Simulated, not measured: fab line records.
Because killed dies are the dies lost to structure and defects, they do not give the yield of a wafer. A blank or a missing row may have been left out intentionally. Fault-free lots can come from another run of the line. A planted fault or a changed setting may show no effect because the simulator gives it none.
Matching of chambers	flow gf180mcu	rie diel-03 running GF_V1_ETCH_16: 4 sister chambers
The step etches BARC in N2/H2. 8 wafers are shown with their chamber, then 8 later ones without.

== WAFERS, EACH WITH ITS CHAMBER ==
wafer	chamber	drypump motor current A (A)	oes product au (a.u.)
L076.1	3	5.3	0.854
L083.1	1	5.4	0.843
L083.2	0	6.1	0.847
L083.3	2	5.7	0.853
L083.4	2	5.6	0.851
L083.5	1	5.4	0.848
L083.6	0	6.1	0.852
L086.1	3	5.3	0.862

== WAFERS WHOSE CHAMBER IS MISSING ==
wafer	drypump motor current A (A)	oes product au (a.u.)
L086.4	6.1	0.855
L086.5	6.0	0.852
L091.4	6.0	0.854
L091.5	5.3	0.854
L091.6	5.7	0.863
L093.3	5.6	0.845
L093.4	6.0	0.854
L093.6	5.7	0.863

== THE CHAMBER EACH PASSED THROUGH ==
wafer	from the rows above	in truth
L086.4	0	0
L086.5	0	0
L091.4	0	0
L091.5	3	3
L091.6	2	2
L093.3	2	2
L093.4	0	0
L093.6	2	2
8 of 8 placed correctly. Left unplaced by these rows: 0. Number placed wrongly: 0.
How it was worked out, from the rows above alone: a wafer's distance from a chamber is the root of the sum, over the readings, of the square of ((its reading less the chamber's mean) divided by the reading's scatter). The wafer belongs to the nearest chamber; if the next one is less than 2 further off, it can't be placed. For every chamber, the mean is computed from those of its wafers that are shown. The scatter: the root of (the sum of the squares of (reading less its chamber's mean) over the shown wafers, divided by (wafers less chambers)).
